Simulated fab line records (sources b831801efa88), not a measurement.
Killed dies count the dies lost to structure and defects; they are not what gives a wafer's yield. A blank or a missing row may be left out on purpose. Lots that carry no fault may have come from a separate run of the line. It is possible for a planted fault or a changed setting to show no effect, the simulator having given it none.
Commonality check across tools | flow sky130 | 15 lots, 45 wafers sampled

== THE REASON FOR OPENING IT ==
At SKY_LDD_N_TW_MEAS_17 the reading LDD_N_TW is flagged on 3 of 15 lots. Fault-free wafers read 2564, with a standard deviation of 20.
Rule: a lot is flagged when every wafer of it that has a number lies more than 4 standard deviations from that mean, or none has a number. All remaining lots are regarded as sound.

lot  | measured     | on            | LDD_N_TW, wafer by wafer | flag
L119 | day 17 12:55 | film_metro-04 | 2543 2562 2563           |
L120 | day 18 02:19 | film_metro-01 | 2563 2566 2569           |
L121 | day 18 18:05 | film_metro-01 | 2560 2572 2571           |
L122 | day 18 19:38 | film_metro-03 | 2561 2577 2574           |
L123 | day 19 19:40 | film_metro-01 | 2443 2441 2452           | FLAGGED
L124 | day 19 20:35 | film_metro-01 | 2463 2435 2447           | FLAGGED
L125 | day 20 03:55 | film_metro-04 | 2419 2414 2409           | FLAGGED
L131 | day 22 00:07 | film_metro-03 | 2568 2547 2559           |
L132 | day 22 08:19 | film_metro-04 | 2544 2550 2549           |
L133 | day 22 18:25 | film_metro-01 | 2577 2586 2574           |
L134 | day 23 01:53 | film_metro-03 | 2575 2569 2585           |
L135 | day 24 03:16 | film_metro-04 | 2553 2548 2565           |
L138 | day 25 02:14 | film_metro-04 | 2523 2543 2525           |
L140 | day 25 07:59 | film_metro-04 | 2521 2539 2543           |
L142 | day 26 01:28 | film_metro-01 | 2572 2571 2562           |
Average over the flagged lots: 2436; offset from the usual -128, equal to -6 standard deviations.

== LOT BY LOT: THE TOOL USED ==
The record holds 4 process steps before the reading, out of a route of 708 steps. Each cell gives the tool, then ch followed by the chambers the sampled wafers passed through, then the start.
lot  | flag    | SKY_POLY_GATE_ETCH_15              | SKY_POLY_GATE_ETCH_16              | SKY_LDD_N_IMPLANT_10            | SKY_LDD_N_STRIP_16
L119 |         | rie_diel-01 ch 0,1, day 16 05:55   | rie_diel-01 ch 0,1, day 16 06:00   | implanter-02 ch 0, day 17 11:55 | plasma_asher-03 ch 0,1, day 17 12:49
L120 |         | rie_diel-03 ch 2,3, day 16 17:34   | rie_diel-03 ch 2,3, day 16 17:39   | implanter-03 ch 0, day 18 01:20 | plasma_asher-04 ch 0,1, day 18 02:13
L121 |         | rie_diel-03 ch 0,2, day 17 06:30   | rie_diel-03 ch 0,2, day 17 06:35   | implanter-01 ch 0, day 18 17:05 | plasma_asher-02 ch 0,1, day 18 17:59
L122 |         | rie_diel-02 ch 0,2,3, day 17 09:40 | rie_diel-02 ch 0,2,3, day 17 09:45 | implanter-01 ch 0, day 18 18:38 | plasma_asher-04 ch 0,1, day 18 19:32
L123 | FLAGGED | rie_diel-01 ch 1,2,3, day 18 09:53 | rie_diel-01 ch 1,2,3, day 18 09:58 | implanter-01, day 19 18:40      | plasma_asher-03 ch 0,1, day 19 19:34
L124 | FLAGGED | rie_diel-03 ch 1,2,3, day 18 10:13 | rie_diel-03 ch 1,2,3, day 18 10:18 | implanter-03, day 19 19:37      | plasma_asher-04 ch 0,1, day 19 20:29
L125 | FLAGGED | rie_diel-01 ch 0,3, day 18 16:07   | rie_diel-01 ch 0,3, day 18 16:12   | implanter-01, day 20 02:55      | plasma_asher-02 ch 0, day 20 03:49
L131 |         | rie_diel-01 ch 0,1, day 20 14:15   | rie_diel-01 ch 0,1, day 20 14:20   | implanter-01 ch 0, day 21 23:07 | plasma_asher-04 ch 1, day 22 00:01
L132 |         | rie_diel-01 ch 1,2,3, day 20 22:52 | rie_diel-01 ch 1,2,3, day 20 22:57 | implanter-03 ch 0, day 22 07:19 | plasma_asher-03 ch 0,1, day 22 08:13
L133 |         | rie_diel-03 ch 0,1,3, day 21 08:58 | rie_diel-03 ch 0,1,3, day 21 09:03 | implanter-01 ch 0, day 22 17:28 | plasma_asher-03 ch 0,1, day 22 18:19
L134 |         | rie_diel-02 ch 1,2, day 21 17:14   | rie_diel-02 ch 1,2, day 21 17:19   | implanter-03 ch 0, day 23 00:55 | plasma_asher-04 ch 0, day 23 01:47
L135 |         | rie_diel-03 ch 1,2,3, day 22 17:54 | rie_diel-03 ch 1,2,3, day 22 17:59 | implanter-01 ch 0, day 24 02:17 | plasma_asher-03 ch 0,1, day 24 03:10
L138 |         | rie_diel-01 ch 1,2,3, day 23 17:42 | rie_diel-01 ch 1,2,3, day 23 17:47 | implanter-01 ch 0, day 25 01:16 | plasma_asher-03 ch 0,1, day 25 02:09
L140 |         | rie_diel-03 ch 0,2,3, day 23 23:03 | rie_diel-03 ch 0,2,3, day 23 23:08 | implanter-03 ch 0, day 25 06:59 | plasma_asher-03 ch 0,1, day 25 07:53
L142 |         | rie_diel-03 ch 1,2, day 24 17:24   | rie_diel-03 ch 1,2, day 24 17:29   | implanter-02 ch 0, day 26 00:29 | plasma_asher-03 ch 0,1, day 26 01:22
What the steps here do:
- SKY_POLY_GATE_ETCH_15: etches BARC in N2/H2, stops on SiO2, time 118.5 s, target depth 110 nm.
- SKY_POLY_GATE_ETCH_16: etches Si3N4 in CH3F/O2, stops on poly-Si, time 147.5 s, target depth 75 nm.
- SKY_LDD_N_IMPLANT_10
- SKY_LDD_N_STRIP_16: strips in O2/N2.
- SKY_LDD_N_TW_MEAS_17

== FLAGGED AGAINST TOTAL, ONE TOOL AT A TIME (gauges that did the reading follow at the end) ==
step                  | tool            | lots run | flagged | share of the flagged lots | sound lots run after its first flagged lot
SKY_POLY_GATE_ETCH_15 | rie_diel-01     | 6        | 2       | some                      | 3 (L131,L132,L138)
SKY_POLY_GATE_ETCH_15 | rie_diel-02     | 2        | 0       | none                      | -
SKY_POLY_GATE_ETCH_15 | rie_diel-03     | 7        | 1       | some                      | 4 (L133,L135,L140,L142)
SKY_POLY_GATE_ETCH_16 | rie_diel-01     | 6        | 2       | some                      | 3 (L131,L132,L138)
SKY_POLY_GATE_ETCH_16 | rie_diel-02     | 2        | 0       | none                      | -
SKY_POLY_GATE_ETCH_16 | rie_diel-03     | 7        | 1       | some                      | 4 (L133,L135,L140,L142)
SKY_LDD_N_IMPLANT_10  | implanter-01    | 8        | 2       | some                      | 4 (L131,L133,L135,L138)
SKY_LDD_N_IMPLANT_10  | implanter-02    | 2        | 0       | none                      | -
SKY_LDD_N_IMPLANT_10  | implanter-03    | 5        | 1       | some                      | 3 (L132,L134,L140)
SKY_LDD_N_STRIP_16    | plasma_asher-02 | 2        | 1       | some                      | 0
SKY_LDD_N_STRIP_16    | plasma_asher-03 | 8        | 1       | some                      | 6 (L132,L133,L135,L138,L140,L142)
SKY_LDD_N_STRIP_16    | plasma_asher-04 | 5        | 1       | some                      | 2 (L131,L134)
SKY_LDD_N_TW_MEAS_17  | film_metro-01   | 6        | 2       | some                      | 2 (L133,L142)
SKY_LDD_N_TW_MEAS_17  | film_metro-03   | 3        | 0       | none                      | -
SKY_LDD_N_TW_MEAS_17  | film_metro-04   | 6        | 1       | some                      | 4 (L132,L135,L138,L140)

== WHAT IS ALLOWED BY THE TABLE ==
No row of the table ran every flagged lot.

== WHAT THE SIMULATOR PUT IN ==
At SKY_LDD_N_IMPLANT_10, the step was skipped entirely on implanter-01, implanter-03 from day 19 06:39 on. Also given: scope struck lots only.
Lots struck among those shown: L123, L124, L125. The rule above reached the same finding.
